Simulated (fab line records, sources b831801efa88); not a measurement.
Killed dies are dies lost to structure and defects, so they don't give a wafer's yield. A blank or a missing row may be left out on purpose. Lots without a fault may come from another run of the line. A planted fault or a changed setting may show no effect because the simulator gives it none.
Chamber matching | flow sky130 | SKY_VIA1_CMP_24 on cmp-01: 4 sister chambers
The step polishes, stops on SiO2, t overpolish 15 s, target thk 0 nm. 4 wafers are shown with their chamber, then 12 later ones without.

WAFERS WITH THEIR CHAMBER
wafer  | chamber | motor_current_A (A)
L089.2 | 2       | 11.2
L091.1 | 1       | 10.0
L091.2 | 3       | 11.6
L091.3 | 0       | 11.4

WAFERS WITHOUT THEIR CHAMBER
wafer  | motor_current_A (A)
L093.1 | 12.2
L093.2 | 11.4
L093.3 | 11.4
L094.2 | 11.1
L094.3 | 11.2
L094.4 | 12.1
L096.2 | 11.2
L096.3 | 11.7
L096.5 | 11.5
L097.1 | 11.5
L097.5 | 11.3
L097.6 | 11.5

WHICH CHAMBER EACH WENT THROUGH
wafer  | from the rows above          | in truth
L093.1 | can't be placed: 3 or 0 or 2 | 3
L093.2 | can't be placed: 0 or 3 or 2 | 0
L093.3 | can't be placed: 0 or 3 or 2 | 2
L094.2 | can't be placed: 2 or 0 or 3 | 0
L094.3 | can't be placed: 2 or 0 or 3 | 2
L094.4 | can't be placed: 3 or 0 or 2 | 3
L096.2 | can't be placed: 2 or 0 or 3 | 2
L096.3 | can't be placed: 3 or 0 or 2 | 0
L096.5 | can't be placed: 0 or 3 or 2 | 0
L097.1 | can't be placed: 0 or 3 or 2 | 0
L097.5 | can't be placed: 0 or 2 or 3 | 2
L097.6 | can't be placed: 0 or 3 or 2 | 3
Placed correctly: 0 of 12. Can't be placed from these rows: 12 (the true chamber is among the candidates in 12). Placed wrongly: 0.
How it was worked out, from the rows above alone: a wafer's distance from a chamber is the root of the sum, over the readings, of the square of ((its reading less the chamber's mean) divided by the reading's scatter). The wafer belongs to the nearest chamber; if the next one is less than 2 further off, it can't be placed. A chamber's mean is the mean of its shown wafers. The scatter: with one shown wafer a chamber, the root of the mean of the squares of how far each hidden wafer lies from its nearest shown one.
